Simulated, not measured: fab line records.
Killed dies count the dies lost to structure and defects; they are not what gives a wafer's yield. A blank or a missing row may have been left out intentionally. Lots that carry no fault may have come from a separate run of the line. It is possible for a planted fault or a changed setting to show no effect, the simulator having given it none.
Which tool is to blame? + flow sky130 + 14 lots, 42 wafers sampled, at 5 steps of a route of 708

== WHAT THE GAUGES READ, wafer by wafer ==
SKY_NWELL_TW_MEAS_15.
| lot  | measured     | on            | NWELL_TW       |
|------|--------------|---------------|----------------|
| L786 | day 4 20:32  | film metro-04 | 1832 1831 1837 |
| L787 | day 5 00:08  | film metro-01 | 1805 1796 1802 |
| L789 | day 5 14:56  | film metro-02 | 1849 1844 1848 |
| L791 | day 5 20:59  | film metro-04 | 1824 1830 1824 |
| L792 | day 6 05:01  | film metro-04 | 1814 1813 1818 |
| L797 | day 7 13:27  | film metro-01 | 1800 1796 1800 |
| L798 | day 7 18:21  | film metro-01 | 1797 1807 1808 |
| L799 | day 8 00:00  | film metro-04 | 1831 1840 1826 |
| L800 | day 8 04:36  | film metro-04 | 1830 1832 1834 |
| L803 | day 9 00:01  | film metro-01 | 1809 1804 1802 |
| L805 | day 9 09:53  | film metro-01 | 1784 1792 1803 |
| L804 | day 9 15:26  | film metro-01 | 1782 1799 1799 |
| L807 | day 9 22:42  | film metro-04 | 1832 1837 1834 |
| L808 | day 10 03:33 | film metro-01 | 1800 1812 1797 |

SKY_VT_ADJUST_LVTN_TW_MEAS_21.
| lot  | measured     | on            | VT_ADJUST_LVTN_2_TW |
|------|--------------|---------------|---------------------|
| L786 | day 8 00:45  | film metro-03 | 187.2 187.1 188.6   |
| L787 | day 8 06:16  | film metro-03 | 186.6 187.5 187.6   |
| L789 | day 8 22:55  | film metro-03 | 187.2 186.7 187.6   |
| L791 | day 9 05:39  | film metro-01 | 185.8 185.3 186.6   |
| L792 | day 9 14:01  | film metro-03 | 188.5 187.9 188.7   |
| L797 | day 11 04:41 | film metro-03 | 30.1 30.2 29.9      |
| L798 | day 11 10:10 | film metro-01 | 29.7 29.8 29.7      |
| L799 | day 11 17:12 | film metro-02 | 189.7 190.0 190.0   |
| L800 | day 11 20:34 | film metro-02 | 190.2 189.9 190.7   |
| L803 | day 12 20:10 | film metro-03 | 187.4 188.5 188.3   |
| L805 | day 13 08:52 | film metro-03 | 186.7 188.3 186.5   |
| L804 | day 13 14:47 | film metro-01 | 185.0 184.2 186.0   |
| L807 | day 13 21:54 | film metro-01 | 185.6 186.3 185.0   |
| L808 | day 14 04:19 | film metro-03 | 188.3 188.4 187.4   |

SKY_GATE_OXIDE_TW_MEAS_14.
| lot  | measured     | on            | GATE_OXIDE_TW     |
|------|--------------|---------------|-------------------|
| L786 | day 14 00:56 | film metro-02 | 228.2 226.7 227.1 |
| L787 | day 14 11:20 | film metro-02 | 226.1 227.1 227.3 |
| L789 | day 15 07:08 | film metro-04 | 226.0 225.2 227.5 |
| L791 | day 15 16:31 | film metro-04 | 225.2 225.1 225.6 |
| L792 | day 16 02:04 | film metro-01 | 221.5 222.0 220.5 |
| L799 | day 18 21:41 | film metro-01 | 220.1 220.5 220.0 |
| L800 | day 18 21:41 | film metro-02 | 226.3 226.9 225.9 |
| L803 | day 20 07:19 | film metro-02 | 227.1 225.8 226.8 |
| L805 | day 20 19:28 | film metro-02 | 227.0 226.1 227.0 |
| L804 | day 21 03:09 | film metro-01 | 222.3 222.5 221.5 |
| L807 | day 21 12:32 | film metro-02 | 227.0 226.9 227.3 |
| L808 | day 21 21:04 | film metro-01 | 221.7 221.1 221.8 |

SKY_POLY_GATE_THK_MEAS_21.
| lot  | measured     | on            | POLY_GATE_OXIDATION_THK (nm) |
|------|--------------|---------------|------------------------------|
| L786 | day 16 16:54 | film metro-03 | 3.99 3.99 4.00               |
| L787 | day 17 05:46 | film metro-01 | 3.89 3.85 3.92               |
| L789 | day 18 02:17 | film metro-04 | 3.99 4.01 4.06               |
| L791 | day 18 11:46 | film metro-01 | 4.06 4.10 4.19               |
| L792 | day 18 22:38 | film metro-04 | 4.08 3.95 3.92               |
| L799 | day 21 19:17 | film metro-03 | 4.03 4.05 4.00               |
| L800 | day 21 20:32 | film metro-03 | 4.04 4.06 4.05               |
| L803 | day 23 04:23 | film metro-03 | 3.98 3.96 3.88               |
| L805 | day 23 14:48 | film metro-01 | 3.92 3.86 3.91               |
| L804 | day 24 00:25 | film metro-01 | 4.01 3.96 3.93               |
| L807 | day 24 07:13 | film metro-04 | 3.97 4.00 4.04               |
| L808 | day 24 16:09 | film metro-03 | 3.94 3.87 3.88               |

== WHICH TOOL RAN EACH LOT (tool, then ch and the chambers of the sampled wafers, then the start) ==
| lot  | SKY_VT_ADJUST_LVTN_IMPLANT_19   |
|------|---------------------------------|
| L786 | implanter-03 ch 0, day 8 00:30  |
| L787 | implanter-04 ch 0, day 8 06:03  |
| L789 | implanter-03 ch 0, day 8 22:40  |
| L791 | implanter-04 ch 0, day 9 05:24  |
| L792 | implanter-03 ch 0, day 9 13:46  |
| L797 | implanter-04, day 11 04:27      |
| L798 | implanter-04, day 11 09:49      |
| L799 | implanter-04 ch 0, day 11 16:59 |
| L800 | implanter-02 ch 0, day 11 20:21 |
| L803 | implanter-04 ch 0, day 12 19:55 |
| L805 | implanter-03 ch 0, day 13 08:38 |
| L804 | implanter-02 ch 0, day 13 14:32 |
| L807 | implanter-03 ch 0, day 13 21:39 |
| L808 | implanter-04 ch 0, day 14 04:05 |
- SKY_VT_ADJUST_LVTN_IMPLANT_19

== WHAT THE TOOLS THEMSELVES READ (means of the sampled wafers that have a number; where no wafer has one, the mark that the record gives instead) ==
SKY_VT_ADJUST_LVTN_IMPLANT_19.
| lot  | tool         | beam energy keV | beam on s (s) |
|------|--------------|-----------------|---------------|
| L786 | implanter-03 | 29.989          | 9.94          |
| L787 | implanter-04 | 29.998          | 10.07         |
| L789 | implanter-03 | 29.995          | 9.81          |
| L791 | implanter-04 | 29.997          | 10.20         |
| L792 | implanter-03 | 30.000          | 9.98          |
| L797 | implanter-04 | -               | -             |
| L798 | implanter-04 | -               | -             |
| L799 | implanter-04 | 30.001          | 10.15         |
| L800 | implanter-02 | 30.001          | 9.94          |
| L803 | implanter-04 | 30.004          | 10.00         |
| L805 | implanter-03 | 30.012          | 9.81          |
| L804 | implanter-02 | 30.009          | 9.82          |
| L807 | implanter-03 | 30.004          | 9.99          |
| L808 | implanter-04 | 30.007          | 9.80          |

== THE ANSWER, worked out from the rows above alone ==
Rule: usual is defined by the lots themselves. The widest of any qualifying gaps counts: lots, ordered by their means at a reading, are off when they make up no more than a third of the lots, leave a main group of 4 or more, and stand apart from it by 3 or more times the standard deviation of that group's means. Not used: any main group whose means are identical at the precision the tables above print for the reading. A lot without any number at a reading at which 4 lots or more have one is off too. The other lots that the step has rows for count as sound. After the gauges, taken in route order, come the tools' own readings; for these a lot's mean is taken, as printed above. The first step at which some lot is off is used, and at that step the reading that is off furthest; a lot without a number counts as furthest.
Off: L797, L798, seen at SKY_VT_ADJUST_LVTN_TW_MEAS_21 (VT_ADJUST_LVTN_2_TW). Main group: mean 187.5, sd 1.5.
If a tool, at a process step before that reading, ran all the lots that are off and no sound lot after the first of them, it fits. Not tried: the gauges at SKY_VT_ADJUST_LVTN_TW_MEAS_21; whatever is off there is also off at SKY_VT_ADJUST_LVTN_IMPLANT_19, on other tools, and gauge error can't account for it. Not one of the candidates tried fits.

== WHAT HAD BEEN PUT IN BY THE SIMULATOR ==
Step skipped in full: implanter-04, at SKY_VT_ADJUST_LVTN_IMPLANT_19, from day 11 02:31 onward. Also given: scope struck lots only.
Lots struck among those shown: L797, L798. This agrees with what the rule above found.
